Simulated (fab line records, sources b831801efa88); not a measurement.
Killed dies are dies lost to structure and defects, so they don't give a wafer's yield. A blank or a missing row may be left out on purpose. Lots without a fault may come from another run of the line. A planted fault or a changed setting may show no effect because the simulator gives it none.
Which tool did it? | flow gf180mcu | 14 lots, 42 wafers sampled, at 2 steps of a route of 602

WHAT THE GAUGES READ, wafer by wafer
GF_M5_OVL_MEAS_08.
lot  | measured     | on         | M5_OVL (nm)
L105 | day 26 07:26 | overlay-02 | 1 -7 -3
L106 | day 26 20:44 | overlay-02 | -12 -10 -10
L107 | day 26 23:35 | overlay-02 | -4 -11 -4
L108 | day 27 06:35 | overlay-02 | -1 12 7
L109 | day 27 19:13 | overlay-01 | 4 2 -6
L110 | day 27 22:34 | overlay-01 | -5 4 -3
L114 | day 29 00:35 | overlay-02 | 4 6 5
L113 | day 29 01:34 | overlay-02 | -5 -13 -10
L115 | day 29 15:08 | overlay-02 | 0 -2 -10
L116 | day 30 07:59 | overlay-01 | 8 -4 6
L119 | day 30 13:44 | overlay-01 | 3 -6 5
L118 | day 30 15:20 | overlay-01 | -1 13 2
L120 | day 31 03:49 | overlay-02 | 7 0 5
L121 | day 31 05:59 | overlay-01 | -2 -6 -1

WHICH TOOL RAN EACH LOT (tool, then ch and the chambers of the sampled wafers, then the start)
lot  | GF_V2_CVD_23
L105 | cvd_w-01 ch 0,1, day 20 10:53
L106 | cvd_w-02 ch 0,1, day 20 14:56
L107 | cvd_w-01 ch 0,1, day 21 01:22
L108 | cvd_w-01 ch 0,1, day 21 12:17
L109 | cvd_w-01 ch 0,1, day 21 20:53
L110 | cvd_w-01 ch 0,1, day 22 05:56
L114 | cvd_w-01 ch 0,1, day 23 09:34
L113 | cvd_w-01 ch 0,1, day 23 13:56
L115 | cvd_w-01 ch 0,1, day 24 04:16
L116 | cvd_w-01 ch 0, day 25 00:20
L119 | cvd_w-02 ch 0,1, day 25 05:53
L118 | cvd_w-01 ch 0,1, day 25 08:28
L120 | cvd_w-02 ch 0,1, day 26 01:56
L121 | cvd_w-01 ch 0,1, day 26 01:59
- GF_V2_CVD_23: deposits W, target thk 350 nm, time 104.94 s.

WHAT THE TOOLS THEMSELVES READ (means of the sampled wafers that have a number; where no wafer has one, the mark that the record gives instead)
GF_V2_CVD_23.
lot  | tool     | heater_power_w (W)
L105 | cvd_w-01 | 809
L106 | cvd_w-02 | 800
L107 | cvd_w-01 | 823
L108 | cvd_w-01 | 817
L109 | cvd_w-01 | 822
L110 | cvd_w-01 | 800
L114 | cvd_w-01 | 827
L113 | cvd_w-01 | 805
L115 | cvd_w-01 | 820
L116 | cvd_w-01 | 804
L119 | cvd_w-02 | 791
L118 | cvd_w-01 | 820
L120 | cvd_w-02 | 763
L121 | cvd_w-01 | 820

THE ANSWER, worked out from the rows above alone
Rule: what is usual is taken from the lots themselves. Put in order of their means at a reading, lots are off if they are a third of the lots or fewer, leave a main group of 4 or more, and stand apart from it by a gap of 3 or more times the standard deviation of the main group's means; of several such gaps the widest counts. A main group whose means are all the same, to the digits that the tables above print for the reading, isn't used. A lot without any number at a reading at which 4 lots or more have one is off too. The other lots that the step has rows for count as sound. The gauges are gone through in route order, then the tools' own readings, and for those a lot's mean is taken as printed above. The first step at which some lot is off is used, and at that step the reading that is off furthest; a lot without a number counts as furthest.
No lot is off at any reading shown: from this, nothing can be told.

WHAT THE SIMULATOR HAD PUT IN
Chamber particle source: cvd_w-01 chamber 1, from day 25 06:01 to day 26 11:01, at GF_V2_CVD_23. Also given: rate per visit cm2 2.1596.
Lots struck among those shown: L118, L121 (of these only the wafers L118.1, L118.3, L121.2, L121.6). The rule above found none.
